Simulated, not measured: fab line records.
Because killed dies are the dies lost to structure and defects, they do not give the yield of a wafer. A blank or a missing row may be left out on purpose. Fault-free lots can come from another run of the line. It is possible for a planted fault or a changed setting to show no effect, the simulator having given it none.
The tool behind it: which one? | flow gf180mcu | 11 lots with 33 wafers sampled at 2 steps, on a route of 602 steps

## WHAT EACH GAUGE READ, for each wafer
GF_VT_IMPLANT_TW_MEAS_21.
lot  | measured     | on           | VT_IMPLANT_2_TW
L552 | day 6 07:27  | filmMetro-01 | 1188 1185 1188
L553 | day 6 12:13  | filmMetro-02 | 1230 1227 1230
L562 | day 8 21:42  | filmMetro-04 | 1104 1098 1205
L563 | day 9 07:17  | filmMetro-04 | 1226 1227 1216
L565 | day 9 18:12  | filmMetro-01 | 1194 1199 1198
L567 | day 10 09:41 | filmMetro-02 | 1234 1231 1229
L569 | day 10 20:59 | filmMetro-01 | 1193 1192 1194
L572 | day 11 16:44 | filmMetro-01 | 1197 1198 1199
L573 | day 11 22:22 | filmMetro-04 | 1217 1221 1222
L574 | day 12 03:51 | filmMetro-01 | 1190 1186 1190
L575 | day 12 10:35 | filmMetro-04 | 1224 1221 1223

## WHICH TOOL RAN EACH LOT (tool, then ch and the chambers of the sampled wafers, then the start)
lot  | GF_VT_IMPLANT_IMPLANT_19
L552 | implanter-04 ch 0, day 6 07:14
L553 | implanter-01 ch 0, day 6 11:58
L562 | implanter-04 ch 0, day 8 21:29
L563 | implanter-03 ch 0, day 9 07:03
L565 | implanter-01 ch 0, day 9 17:59
L567 | implanter-01 ch 0, day 10 09:27
L569 | implanter-01 ch 0, day 10 20:45
L572 | implanter-01 ch 0, day 11 16:31
L573 | implanter-04 ch 0, day 11 22:07
L574 | implanter-01 ch 0, day 12 03:38
L575 | implanter-03 ch 0, day 12 10:20
- GF_VT_IMPLANT_IMPLANT_19

## AS READ BY THE TOOLS THEMSELVES (means over the sampled wafers that have a number; for cases with no such wafer, the mark the record gives instead)
GF_VT_IMPLANT_IMPLANT_19.
lot  | tool         | beamOnS (s) | doseIonsCm2 | faradayCurrentUA
L552 | implanter-04 | 9.78        | 4.355e+12   | 25.1
L553 | implanter-01 | 10.02       | 4.353e+12   | 24.5
L562 | implanter-04 | 9.91        | 4.343e+12   | 24.7
L563 | implanter-03 | 10.11       | 4.347e+12   | 24.3
L565 | implanter-01 | 10.06       | 4.349e+12   | 24.3
L567 | implanter-01 | 10.01       | 4.354e+12   | 24.6
L569 | implanter-01 | 9.83        | 4.357e+12   | 25.0
L572 | implanter-01 | 9.91        | 4.350e+12   | 24.8
L573 | implanter-04 | 10.04       | 4.356e+12   | 24.4
L574 | implanter-01 | 9.91        | 4.349e+12   | 24.8
L575 | implanter-03 | 10.14       | 4.347e+12   | 24.2

## THE ANSWER, worked out from the rows above alone
Rule: the usual values come from the lots themselves. The widest of any qualifying gaps counts: lots, ordered by their means at a reading, are off when they make up no more than a third of the lots, leave a main group of 4 or more, and stand apart from it by 3 or more times the standard deviation of that group's means. If all means in a main group match to the digits the tables above print for the reading, that group is not used. Also off: a lot with no number at a reading for which 4 or more lots have one. All remaining lots with rows at the step are treated as sound. After the gauges, taken in route order, come the tools' own readings; for these a lot's mean is taken, as printed above. The first step at which some lot is off is used, and at that step the reading that is off furthest; a lot without a number counts as furthest.
Off: L562, at GF_VT_IMPLANT_TW_MEAS_21 (VT_IMPLANT_2_TW). The main group: mean 1209, standard deviation 17.
If a tool, at a process step before that reading, ran all the lots that are off and no sound lot after the first of them, it fits. The gauges at GF_VT_IMPLANT_TW_MEAS_21 are tried like those tools. Of those tried, none fits.

## WHAT HAD BEEN PUT IN BY THE SIMULATOR
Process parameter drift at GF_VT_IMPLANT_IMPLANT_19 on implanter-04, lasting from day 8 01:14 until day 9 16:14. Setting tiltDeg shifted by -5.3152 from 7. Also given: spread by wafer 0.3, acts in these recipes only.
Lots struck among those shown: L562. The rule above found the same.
